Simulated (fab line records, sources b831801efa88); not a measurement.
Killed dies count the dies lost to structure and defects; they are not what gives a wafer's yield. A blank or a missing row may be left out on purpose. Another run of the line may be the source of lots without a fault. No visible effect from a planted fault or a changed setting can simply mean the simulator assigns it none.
Matching of chambers ; flow sky130 ; SKY_CONTACT_ETCH_17 on rieDiel-01: 4 sister chambers
The step etches SiO2 in C4F8/O2/Ar, stops on Si3N4, target depth 340 nm. 14 wafers are shown with their chamber, then 7 later ones without.

WAFERS WITH THEIR CHAMBER
wafer;chamber;oesProductAu (a.u.)
L518.2;0;0.894
L518.3;2;0.887
L518.6;0;0.893
L520.1;0;0.894
L520.4;2;0.889
L520.5;0;0.889
L522.3;0;0.898
L522.4;2;0.887
L522.5;2;0.882
L523.3;1;0.899
L523.5;2;0.890
L523.6;3;0.894
L528.1;3;0.893
L528.2;2;0.892

SIGNATURES (means of the wafers above)
reading;chamber 0;chamber 1;chamber 2;chamber 3;scatter within a chamber
oesProductAu;0.89360;0.89900;0.88783;0.89350;0.00317
Rule: a wafer lies at a distance from a chamber equal to the root of the sum of squares, over the readings, of (its reading less the chamber's mean, divided by the reading's scatter). If the next closest chamber is less than 2 further off than the closest, the wafer can't be placed; otherwise it belongs to the closest. The scatter is the square root of a quotient: the sum, over the shown wafers, of each reading's squared deviation from its chamber's mean, divided by wafers minus chambers.

WAFERS WHOSE CHAMBER IS MISSING
wafer;oesProductAu (a.u.)
L528.3;0.898
L538.1;0.892
L538.3;0.884
L538.6;0.884
L540.1;0.896
L540.2;0.892
L540.4;0.892

CHAMBER TAKEN BY EACH
wafer;from the rows above;in truth
L528.3;can't be placed: 1 or 0 or 3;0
L538.1;can't be placed: 3 or 0 or 2 or 1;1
L538.3;can't be placed: 2 or 3 or 0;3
L538.6;can't be placed: 2 or 3 or 0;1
L540.1;can't be placed: 0 or 3 or 1 or 2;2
L540.2;can't be placed: 3 or 0 or 2 or 1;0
L540.4;can't be placed: 3 or 0 or 2 or 1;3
Correctly placed: 0 of 7. Cannot be placed on the basis of these rows: 7; the candidates contain the true chamber in 6. 0 placed wrongly.
